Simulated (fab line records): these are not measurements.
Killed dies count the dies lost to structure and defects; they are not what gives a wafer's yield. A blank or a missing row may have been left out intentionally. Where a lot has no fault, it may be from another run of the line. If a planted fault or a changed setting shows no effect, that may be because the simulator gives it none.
A lot that was struck, set against a sound lot + flow gf180mcu + 43 steps out of a route of 602
Sound: the wafers L677.3, L677.5, L677.6. The struck wafers were L687.2, L687.4, L687.5. The cause is named last.
Order at every step that has rows: each side's tool, ch and its chambers, its first start. Under that, the readings that differ: sound wafers + struck wafers + difference of the means + sigmas: that difference in standard deviations of wafers without a fault.
alike: same words and numbers on both sides, and readings whose means sit less than 2 such deviations apart. not compared: any withheld reading, any reading some wafer has no value for, any bound like >300 that may hide the same value, and any number with overlapping values for which the record gives no deviation.
The two part at a step that has a row with sigmas, a row that says differs or no value, or rows on one side only. When numbers do not overlap yet have no deviation, they are printed without sigmas and do not part them. A reading that every wafer of one side lacks parts them only if that side has two wafers or more.

GF_NWELL_STRIP_10: strips in O2/N2.
  sound on plasmaAsher-04 ch 0,1, day 3 15:07; struck on plasmaAsher-02 ch 0,1, day 5 20:47
  alike: chamberPressureMTorr, drypumpMotorCurrentA, heaterPowerW, oesProductAu, platenTempC, stripTimeToEndpointS
  not compared: rfHoursCounterH
GF_NWELL_TW_MEAS_11:
  sound on filmMetro-04 at day 3 15:13; struck on filmMetro-04 at day 5 20:54
  alike: NWELL_TW
then, 7 steps without rows for these wafers: GF_LVPWELL_DEHYDRATE_00 (time 60 s); GF_LVPWELL_HMDS_01 (prime time 60 s); GF_LVPWELL_COAT_02 (resist thk 3000 nm); GF_LVPWELL_SOFTBAKE_03; GF_LVPWELL_EXPOSE_04 (exposes mask LVPWELL, target cd 600 nm); GF_LVPWELL_PEB_05; GF_LVPWELL_DEVELOP_06 (develop time 60 s).
GF_LVPWELL_OVL_MEAS_07:
  sound on overlay-02 at day 4 04:08; struck on overlay-01 at day 6 10:54
  alike: LVPWELL_OVL
then, 2 steps without rows for these wafers: GF_LVPWELL_IMPLANT_08; GF_LVPWELL_IMPLANT_09.
GF_LVPWELL_STRIP_10: strips in O2/N2.
  sound on plasmaAsher-01 ch 0,1, day 4 04:29; struck on plasmaAsher-04 ch 0, day 6 11:14
  alike: chamberPressureMTorr, drypumpMotorCurrentA, heaterPowerW, oesProductAu, platenTempC, stripTimeToEndpointS
  not compared: rfHoursCounterH
GF_LVPWELL_TW_MEAS_11:
  sound on filmMetro-02 at day 4 04:34; struck on filmMetro-04 at day 6 11:20
  alike: LVPWELL_TW
then, 7 steps without rows for these wafers: GF_MVSD_DEHYDRATE_00 (time 60 s); GF_MVSD_HMDS_01 (prime time 60 s); GF_MVSD_COAT_02 (resist thk 3000 nm); GF_MVSD_SOFTBAKE_03; GF_MVSD_EXPOSE_04 (exposes mask MVSD, target cd 1000 nm); GF_MVSD_PEB_05; GF_MVSD_DEVELOP_06 (develop time 60 s).
GF_MVSD_OVL_MEAS_07:
  sound on overlay-01 at day 4 18:14; struck on overlay-01 at day 7 01:43
  alike: MVSD_OVL
then, 2 steps without rows for these wafers: GF_MVSD_IMPLANT_08; GF_MVSD_IMPLANT_09.
GF_MVSD_STRIP_10: strips in O2/N2.
  sound on plasmaAsher-03 ch 0,1, day 4 18:35; struck on plasmaAsher-02 ch 0,1, day 7 02:02
  alike: chamberPressureMTorr, drypumpMotorCurrentA, heaterPowerW, oesProductAu, platenTempC, stripTimeToEndpointS
  not compared: rfHoursCounterH
GF_MVSD_TW_MEAS_11:
  sound on filmMetro-04 at day 4 18:40; struck on filmMetro-01 at day 7 02:09
  alike: MVSD_TW
then, 7 steps without rows for these wafers: GF_MVPSD_DEHYDRATE_00 (time 60 s); GF_MVPSD_HMDS_01 (prime time 60 s); GF_MVPSD_COAT_02 (resist thk 3000 nm); GF_MVPSD_SOFTBAKE_03; GF_MVPSD_EXPOSE_04 (exposes mask MVPSD, target cd 1000 nm); GF_MVPSD_PEB_05; GF_MVPSD_DEVELOP_06 (develop time 60 s).
GF_MVPSD_OVL_MEAS_07:
  sound on overlay-01 at day 5 08:32; struck on overlay-01 at day 7 17:49
  alike: MVPSD_OVL
then, 2 steps without rows for these wafers: GF_MVPSD_IMPLANT_08; GF_MVPSD_IMPLANT_09.
GF_MVPSD_STRIP_10: strips in O2/N2.
  sound on plasmaAsher-02 ch 0,1, day 5 08:53; struck on plasmaAsher-01 ch 1, day 7 18:08
| reading          | sound       | struck      | difference | sigmas |
|------------------|-------------|-------------|------------|--------|
| heaterPowerW (W) | 334 316 337 | 395 388 386 | +61        | +2     |
  alike: chamberPressureMTorr, drypumpMotorCurrentA, oesProductAu, platenTempC, stripTimeToEndpointS
  not compared: rfHoursCounterH
GF_MVPSD_TW_MEAS_11:
  sound on filmMetro-02 at day 5 08:58; struck on filmMetro-04 at day 7 18:15
  alike: MVPSD_TW
then, 4 steps without rows for these wafers: GF_VT_IMPLANT_DEHYDRATE_00 (time 60 s); GF_VT_IMPLANT_HMDS_01 (prime time 60 s); GF_VT_IMPLANT_COAT_02 (resist thk 1000 nm); GF_VT_IMPLANT_SOFTBAKE_03 (time 60 s).
-- here the record skips 25 days between the struck wafers' starts before and after, leaving off in module VT_IMPLANT and picking up in module PASSIVATION (first step shown: number 602 of the route) --
GF_PASSIVATION_PROBE_99:
  only the struck wafers here have rows in the record (prober-01, day 32 10:03); the sound ones have none

== WHERE THEY PART ==
At GF_MVPSD_STRIP_10 first; at GF_PASSIVATION_PROBE_99 last (within this record only).

WHY: whatever the simulator had introduced
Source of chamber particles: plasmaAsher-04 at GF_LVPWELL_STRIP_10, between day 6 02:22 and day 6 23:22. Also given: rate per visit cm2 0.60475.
